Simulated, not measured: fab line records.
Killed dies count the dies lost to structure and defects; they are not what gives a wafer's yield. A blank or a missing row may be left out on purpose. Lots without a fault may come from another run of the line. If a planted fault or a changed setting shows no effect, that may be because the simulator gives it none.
Matching of chambers | flow sky130 | SKY_LI_CONTACT_HDPCVD_00 on hdpcvd-01: 3 sister chambers
The step deposits PSG, target thk 930 nm, time 155 s. 3 wafers are shown with their chamber, then 7 later ones without.

## WAFERS PAIRED WITH THEIR CHAMBERS
wafer  | chamber | pressure mtorr (mTorr)
L248.6 | 0       | 6.034
L250.2 | 2       | 5.994
L250.3 | 1       | 5.993

## WAFERS WHOSE CHAMBER IS MISSING
wafer  | pressure mtorr (mTorr)
L250.6 | 5.970
L253.1 | 5.999
L253.3 | 6.006
L253.5 | 6.005
L255.2 | 5.993
L255.4 | 6.002
L255.5 | 5.978

## CHAMBER TAKEN BY EACH
wafer  | from the rows above          | in truth
L250.6 | can't be placed: 1 or 2      | 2
L253.1 | can't be placed: 2 or 1      | 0
L253.3 | can't be placed: 2 or 1 or 0 | 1
L253.5 | can't be placed: 2 or 1 or 0 | 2
L255.2 | can't be placed: 1 or 2      | 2
L255.4 | can't be placed: 2 or 1 or 0 | 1
L255.5 | can't be placed: 1 or 2      | 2
Correct placement for 0 of the 7. Cannot be placed on the basis of these rows: 7; the candidates contain the true chamber in 6. 0 placed wrongly.
How it was worked out, from the rows above alone: a wafer's distance from a chamber is the root of the sum, over the readings, of the square of ((its reading less the chamber's mean) divided by the reading's scatter). If the next closest chamber is less than 2 further off than the closest, the wafer can't be placed; otherwise it belongs to the closest. A chamber's mean is the mean of its shown wafers. The scatter: with one shown wafer a chamber, the root of the mean of the squares of how far each hidden wafer lies from its nearest shown one.
